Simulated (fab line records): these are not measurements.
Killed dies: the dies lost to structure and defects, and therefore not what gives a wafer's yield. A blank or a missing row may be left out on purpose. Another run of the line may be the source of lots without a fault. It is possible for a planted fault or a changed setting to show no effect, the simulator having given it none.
fab line records -- flow gf180mcu
[record] lots = 6, wafers = 18, last_day = 35
route steps=602 shown V2@393
lots with no fault: from the same line, run without faults
start_h: start of the lot's first displayed wafer, in hours after the record's first day -- wait_h: hours from the lot's prior step to this one -- " same as the row above -- L1.1+2: a row that stands for several wafers -- - either no value or no given start -- * or withheld: withheld -- < > ~ a bound
route shown NAME@n: a module of which the file shows steps, and the number in the route of the first -- usual: the fault-free wafers' mean and standard deviation -- same: alike in all rows -- chamber/n: place in a boat -- sites: the reading at each site -- _std_site: standard deviation across them -- _edge_site: mean of outer sites minus mean of inner sites -- radius_mm: for every site, how far away it sits from the centre of the wafer -- mask NAME#n: copy n -- behind: the most recent tool/chamber to have shaped the wafer -- hold: why the lot went on hold/how many hours it stayed there/how the hold came to an end -- device: which transistor (n, p or np) failed to switch -- end of line: tests of these same wafers at the route's end -- step lacking rows: just its recipe -- killed: not the wafer's yield, but the dies lost to structure and defects at the first sort -- map: shows each die of a wafer: x if killed, . if not, _ if none is there
set.NAME: the setting that was run; set.NAME@STEP: the one run at that earlier step -- model.NAME: the simulator's own value behind a step, which no gauge read
certain route steps with their lots: each step a table, each wafer a row
services: when a tool's chamber went out of use (start_h, in hours from the record's first day, below 0 if earlier), for how many hours, and the reason
[[steps]]
[step GF_V2_EXPOSE_11]
[recipe] mask_id = Via2, target_cd_nm = 260, na = 0.68, source_shape = conventional, sigma_outer = 0.6, dose_mj = 38
[step GF_V2_PEB_12]
[recipe] peb_temp_c = 135, peb_time_s = 90, resist = KrF
[step GF_V2_DEVELOP_13]
[recipe] develop_time_s = 60, resist = KrF, dev_temp_c = 21
[step GF_V2_CD_MEAS_14]
[recipe] target_cd_nm = 260
[usual] cd_nm = 260.1/1.6
lot.wafer,tool,chamber,start_h,wait_h,cd_nm
L275.1,cd_sem-01,-,508.91,0.1,261.2
L275.4,cd_sem-01,-,508.91,0.1,260.5
L275.6,cd_sem-01,-,508.91,0.1,259.8
L276.3,cd_sem-01,-,515.17,0.1,258.1
L276.5,cd_sem-01,-,515.17,0.1,258.4
L276.6,cd_sem-01,-,515.17,0.1,258.6
L277.3,cd_sem-01,-,534.45,0.1,258.9
L277.5,cd_sem-01,-,534.45,0.1,260.2
L277.6,cd_sem-01,-,534.45,0.1,260.3
L278.3,cd_sem-01,-,538.68,0.1,259.6
L278.4,cd_sem-01,-,538.68,0.1,260.0
L278.6,cd_sem-01,-,538.68,0.1,261.1
L289.3,cd_sem-02,-,625.20,0.1,258.5
L289.4,cd_sem-02,-,625.20,0.1,258.8
L289.5,cd_sem-02,-,625.20,0.1,259.0
L294.2,cd_sem-01,-,664.30,0.1,263.4
L294.5,cd_sem-01,-,664.30,0.1,263.1
L294.6,cd_sem-01,-,664.30,0.1,262.9
[step GF_V2_OVL_MEAS_15]
[usual] V2_OVL = 2/5.2
lot.wafer,tool,chamber,start_h,wait_h,V2_OVL[nm]
L275.1,overlay-01,-,509.03,0.1,-2
L275.4,overlay-01,-,509.03,0.1,-1
L275.6,overlay-01,-,509.03,0.1,2
L276.3,overlay-02,-,515.26,0.1,1
L276.5,overlay-02,-,515.26,0.1,4
L276.6,overlay-02,-,515.26,0.1,5
L277.3,overlay-02,-,534.54,0.1,-1
L277.5,overlay-02,-,534.54,0.1,-9
L277.6,overlay-02,-,534.54,0.1,1
L278.3,overlay-01,-,538.77,0.1,8
L278.4,overlay-01,-,538.77,0.1,4
L278.6,overlay-01,-,538.77,0.1,0
L289.3,overlay-02,-,625.29,0.1,5
L289.4,overlay-02,-,625.29,0.1,8
L289.5,overlay-02,-,625.29,0.1,9
L294.2,overlay-02,-,664.40,0.1,4
L294.5,overlay-02,-,664.40,0.1,8
L294.6,overlay-02,-,664.40,0.1,1
[step GF_V2_ETCH_16]
[recipe] chemistry = N2/H2, target_depth_a = withheld, overetch_a = withheld, time_s = withheld, target = BARC, ion_energy_ev = 200, source_w = 500, bias_w = 100, pressure_mtorr = 30, n2_flow_sccm = 100, h2_flow_sccm = 200
[step GF_V2_ETCH_17]
[recipe] chemistry = C4F8/O2/Ar, mask_material = KrF, target = SiO2, stop_on = TiN, source_w = 1500, bias_w = 1200, pressure_mtorr = 40, c4f8_flow_sccm = withheld, O2_flow_sccm = 6, Ar_flow_sccm = 300, time_s = withheld, target_depth_a = 6300
[usual] oes_product_au = 0.855/0.0041
lot.wafer,tool,chamber,start_h,wait_h,oes_product_au
L275.1,rie_diel-04,1,-,-,0.857
L275.4,rie_diel-04,2,-,-,0.853
L275.6,rie_diel-04,3,-,-,0.858
L276.3,rie_diel-04,0,-,-,0.851
L276.5,rie_diel-04,1,-,-,0.851
L276.6,rie_diel-04,2,-,-,0.854
L277.3,rie_diel-01,0,-,-,0.855
L277.5,rie_diel-01,1,-,-,0.859
L277.6,rie_diel-01,0,-,-,0.857
L278.3,rie_diel-04,1,-,-,0.857
L278.4,rie_diel-04,2,-,-,0.852
L278.6,rie_diel-04,1,-,-,0.856
L289.3,rie_diel-02,1,-,-,0.861
L289.4,rie_diel-02,2,-,-,0.853
L289.5,rie_diel-02,2,-,-,0.851
L294.2,rie_diel-04,3,-,-,0.859
L294.5,rie_diel-04,2,-,-,0.860
L294.6,rie_diel-04,3,-,-,0.854
[step GF_V2_STRIP_18]
[recipe] chemistry = O2/N2, power_w = 1400, pressure_mtorr = 1500, platen_temp_c = 250, o2_flow_sccm = 3000, n2_flow_sccm = 300, overash_fraction = 0.5
[usual] drypump_motor_current_A = 5.6/0.33, heater_power_w = 315/34, oes_product_au = 0.592/0.005
lot.wafer,tool,chamber,start_h,wait_h,drypump_motor_current_A,heater_power_w,oes_product_au,rf_hours_counter_h
L275.1,plasma_asher-03,1,509.20,-,5.6,305,0.587,78
L275.4,plasma_asher-03,0,509.20,-,5.1,301,0.595,-
L275.6,plasma_asher-03,0,509.20,-,5.1,312,0.592,-
L276.3,plasma_asher-03,0,515.45,-,5.1,299,0.597,-
L276.5,plasma_asher-03,1,515.45,-,5.6,305,0.599,-
L276.6,plasma_asher-03,0,515.45,-,5.1,311,0.595,-
L277.3,plasma_asher-02,1,534.73,-,5.6,264,0.598,-
L277.5,plasma_asher-02,0,534.73,-,5.8,357,0.591,-
L277.6,plasma_asher-02,1,534.73,-,5.6,256,0.583,-
L278.3,plasma_asher-03,0,538.96,-,5.1,308,0.598,-
L278.4,plasma_asher-03,1,538.96,-,5.6,306,0.587,-
L278.6,plasma_asher-03,0,538.96,-,5.1,313,0.595,-
L289.3,plasma_asher-02,1,625.48,-,5.6,258,0.601,-
L289.4,plasma_asher-02,0,625.48,-,5.8,362,0.595,-
L289.5,plasma_asher-02,1,625.48,-,5.6,258,0.584,-
L294.2,plasma_asher-02,1,664.56,-,5.6,266,0.593,49
L294.5,plasma_asher-02,1,664.56,-,5.6,257,0.587,-
L294.6,plasma_asher-02,0,664.56,-,5.8,350,0.588,-
[step GF_V2_STRIP_19]
[recipe] chemistry = post_etch_residue_remover, time_s = 1200, temp_c = 72.5
[step GF_V2_CLEAN_20]
[recipe] chemistry = DIW, dry = n2_spin
[step GF_V2_SPUTTER_21]
[recipe] material = Ti, target_thk_nm = 15, chamber_pressure_pa = 5, power_w = 2500, substrate_temp_c = 200, time_s = 80.02
[usual] throttle_valve_pct = 29.8/0.89
[same] time_s = 80.02
lot.wafer,tool,chamber,start_h,wait_h,throttle_valve_pct
L275.1,pvd_sputter-02,-,509.73,0.0,29.4
L275.4,pvd_sputter-02,-,509.73,0.0,28.2
L275.6,pvd_sputter-02,-,509.73,0.0,31.0
L276.3,pvd_sputter-01,-,515.95,0.0,30.2
L276.5,pvd_sputter-01,-,515.95,0.0,28.9
L276.6,pvd_sputter-01,-,515.95,0.0,30.2
L277.3,pvd_sputter-02,-,535.23,0.0,28.1
L277.5,pvd_sputter-02,-,535.23,0.0,28.8
L277.6,pvd_sputter-02,-,535.23,0.0,29.2
L278.3,pvd_sputter-04,-,539.46,0.0,29.8
L278.4,pvd_sputter-04,-,539.46,0.0,29.9
L278.6,pvd_sputter-04,-,539.46,0.0,31.0
L289.3,pvd_sputter-04,-,626.01,0.0,29.7
L289.4,pvd_sputter-04,-,626.01,0.0,31.3
L289.5,pvd_sputter-04,-,626.01,0.0,29.8
L294.2,pvd_sputter-02,-,665.13,0.0,29.6
L294.5,pvd_sputter-02,-,665.13,0.0,31.0
L294.6,pvd_sputter-02,-,665.13,0.0,28.2
[step GF_V2_SPUTTER_22]
[recipe] material = TiN, target_thk_nm = 10, chamber_pressure_pa = 5, power_w = 4000, time_s = 40
[usual] throttle_valve_pct = 29.8/0.86
[same] time_s = 40
lot.wafer,tool,chamber,start_h,wait_h,throttle_valve_pct
L275.1,pvd_sputter-02,-,509.79,0.0,29.6
L275.4,pvd_sputter-02,-,509.79,0.0,28.0
L275.6,pvd_sputter-02,-,509.79,0.0,30.7
L276.3,pvd_sputter-01,-,516.01,0.0,30.5
L276.5,pvd_sputter-01,-,516.01,0.0,28.9
L276.6,pvd_sputter-01,-,516.01,0.0,30.3
L277.3,pvd_sputter-02,-,535.29,0.0,28.3
L277.5,pvd_sputter-02,-,535.29,0.0,29.4
L277.6,pvd_sputter-02,-,535.29,0.0,29.5
L278.3,pvd_sputter-04,-,539.52,0.0,29.7
L278.4,pvd_sputter-04,-,539.52,0.0,30.0
L278.6,pvd_sputter-04,-,539.52,0.0,31.5
L289.3,pvd_sputter-04,-,626.07,0.0,29.8
L289.4,pvd_sputter-04,-,626.07,0.0,31.2
L289.5,pvd_sputter-04,-,626.07,0.0,30.0
L294.2,pvd_sputter-02,-,665.19,0.0,29.7
L294.5,pvd_sputter-02,-,665.19,0.0,31.2
L294.6,pvd_sputter-02,-,665.19,0.0,28.1
[step GF_V2_CVD_23]
[recipe] material = W, target_thk_nm = 350, time_s = 104.94, temp_c = 400, pressure_torr = 40
[usual] heater_power_w = 912/33
lot.wafer,tool,chamber,start_h,wait_h,heater_power_w,since_wet_clean_h,model.W_of_V2_CVD_23.thk_nm
L275.1,cvd_w-02,1,509.83,0.0,925,606,350.5
L275.4,cvd_w-02,0,509.83,0.0,947,-,345.5
L275.6,cvd_w-02,1,509.83,0.0,932,-,349.1
L276.3,cvd_w-01,1,516.09,0.1,836,-,349.7
L276.5,cvd_w-01,1,516.09,0.1,860,-,348
L276.6,cvd_w-01,0,516.09,0.1,906,-,347.5
L277.3,cvd_w-02,1,535.37,0.1,928,-,346.4
L277.5,cvd_w-02,1,535.37,0.1,944,-,345.6
L277.6,cvd_w-02,0,535.37,0.1,938,-,364.7
L278.3,cvd_w-02,0,539.60,0.1,929,-,371.1
L278.4,cvd_w-02,1,539.60,0.1,939,-,345.4
L278.6,cvd_w-02,0,539.60,0.1,934,-,367.2
L289.3,cvd_w-01,0,626.15,0.1,918,-,342.4
L289.4,cvd_w-01,1,626.15,0.1,874,-,347.3
L289.5,cvd_w-01,1,626.15,0.1,856,-,348.4
L294.2,cvd_w-01,0,665.23,0.0,944,261,339.9
L294.5,cvd_w-01,0,665.23,0.0,930,-,344.9
L294.6,cvd_w-01,1,665.23,0.0,869,-,346.6
[step GF_V2_RS_MEAS_24]
[recipe] thk_meas_gauge = four-point-probe, reads = W_of_V2_CVD_23+TiN_of_V2_SPUTTER_22+Ti_of_V2_SPUTTER_21
[usual] V2_W_RS = 0.330/0.0035
lot.wafer,tool,chamber,start_h,wait_h,V2_W_RS[ohm/sq]
L275.1,film_metro-02,-,509.94,0.1,0.327
L275.4,film_metro-02,-,509.94,0.1,0.332
L275.6,film_metro-02,-,509.94,0.1,0.329
L276.3,film_metro-04,-,516.20,0.1,0.327
L276.5,film_metro-04,-,516.20,0.1,0.329
L276.6,film_metro-04,-,516.20,0.1,0.330
L277.3,film_metro-01,-,535.48,0.1,0.331
L277.5,film_metro-01,-,535.48,0.1,0.330
L277.6,film_metro-01,-,535.48,0.1,0.314
L278.3,film_metro-01,-,539.71,0.1,0.308
L278.4,film_metro-01,-,539.71,0.1,0.332
L278.6,film_metro-01,-,539.71,0.1,0.311
L289.3,film_metro-04,-,626.26,0.1,0.334
L289.4,film_metro-04,-,626.26,0.1,0.330
L289.5,film_metro-04,-,626.26,0.1,0.328
L294.2,film_metro-04,-,665.36,0.1,0.336
L294.5,film_metro-04,-,665.36,0.1,0.331
L294.6,film_metro-04,-,665.36,0.1,0.330
[step GF_V2_THK_MEAS_25]
[recipe] thk_meas_gauge = xrf, reads = W_of_V2_CVD_23
[usual] V2_W_THK = 341/4.7
lot.wafer,tool,chamber,start_h,wait_h,V2_W_THK[nm]
L275.1,film_metro-02,-,510.06,0.1,348
L275.4,film_metro-02,-,510.06,0.1,343
L275.6,film_metro-02,-,510.06,0.1,345
L276.3,film_metro-04,-,516.30,0.1,345
L276.5,film_metro-04,-,516.30,0.1,343
L276.6,film_metro-04,-,516.30,0.1,342
L277.3,film_metro-01,-,535.58,0.1,341
L277.5,film_metro-01,-,535.58,0.1,337
L277.6,film_metro-01,-,535.58,0.1,358
L278.3,film_metro-01,-,539.81,0.1,365
L278.4,film_metro-01,-,539.81,0.1,341
L278.6,film_metro-01,-,539.81,0.1,361
L289.3,film_metro-04,-,626.36,0.1,334
L289.4,film_metro-04,-,626.36,0.1,337
L289.5,film_metro-04,-,626.36,0.1,340
L294.2,film_metro-04,-,665.47,0.1,336
L294.5,film_metro-04,-,665.47,0.1,341
L294.6,film_metro-04,-,665.47,0.1,342
[step GF_V2_CMP_26]
[recipe] stop_on = SiO2, down_force_psi = 3.5, platen_rpm = 60, t_overpolish_s = 15, target_thk_nm = 0, pad_velocity_m_s = 0.94248
[usual] motor_current_A = 11.0/1.3
lot.wafer,tool,chamber,start_h,wait_h,motor_current_A
L275.1,cmp-02,0,510.17,0.1,10.5
L275.4,cmp-02,1,510.17,0.1,9.3
L275.6,cmp-02,0,510.17,0.1,9.9
L276.3,cmp-01,1,516.48,0.2,10.7
L276.6,cmp-01,1,516.48,0.2,11.2
L276.5,cmp-01,2,516.48,0.2,12.2
L277.3,cmp-02,0,535.67,0.1,10.0
L277.5,cmp-02,3,535.67,0.1,12.1
L277.6,cmp-02,0,535.67,0.1,10.1
L278.3,cmp-01,1,539.85,0.0,11.2
L278.4,cmp-01,2,539.85,0.0,12.7
L278.6,cmp-01,2,539.85,0.0,12.3
L289.4,cmp-01,1,626.45,0.1,11.1
L289.3,cmp-01,2,626.45,0.1,12.4
L289.5,cmp-01,0,626.45,0.1,10.2
L294.2,cmp-02,3,665.79,0.3,11.9
L294.6,cmp-02,0,665.79,0.3,10.6
L294.5,cmp-02,1,665.79,0.3,9.2
[[services]]
tool,chamber,start_h,hours,kind
pvd_sputter-04,-,491.82,46.0,repair
plasma_asher-03,-,501.71,2.8,pm
cvd_w-01,1,511.44,1.6,repair
cmp-01,-,522.64,5.2,repair
cvd_w-02,-,532.99,2.3,repair
plasma_asher-03,-,534.48,2.7,repair
pvd_sputter-02,-,544.95,2.5,repair
cmp-01,-,555.61,18.9,pm
plasma_asher-02,-,568.02,2.5,repair
cmp-02,-,572.28,4.0,pm
rie_diel-04,-,572.33,2.8,pm
cmp-01,-,583.67,2.0,repair
rie_diel-04,3,588.83,9.8,repair
cmp-01,-,589.59,3.7,repair
cmp-01,-,602.11,1.7,repair
cmp-02,-,603.08,0.3,repair
cmp-01,-,603.60,2.1,repair
cvd_w-02,-,606.85,1.0,repair
cvd_w-01,0,607.95,5.8,repair
cmp-01,-,608.18,0.6,repair
cvd_w-01,-,628.78,1.2,repair
rie_diel-04,3,639.22,5.9,repair
pvd_sputter-04,-,639.50,18.9,repair
rie_diel-04,2,643.73,11.2,repair
[[key]]
[first_sign] step = GF_V2_RS_MEAS_24, reading = V2_W_RS, direction = down, sigmas = 5.5, usual = 0.330, struck = 0.311
[effect] step = GF_V2_THK_MEAS_25, reading = V2_W_THK, direction = up, sigmas = 4.3, usual = 341, struck = 361
[model_effect] step = GF_V2_CVD_23, value = W_of_V2_CVD_23.thk_nm, without = 350.2, struck = 367.7
met_at GF_V2_CVD_23
struck_wafers L277.6,L278.3,L278.6
onset_between 509.83 535.37
[fault] kind = process_parameter_drift, tool = cvd_w-02, chamber = 0, onset_h = 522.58, steps = GF_V2_CVD_23, channel = target_thk_nm, offset = 17.5, shape = step, end_h = 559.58, acts_in = these_recipes_only, stated = 350
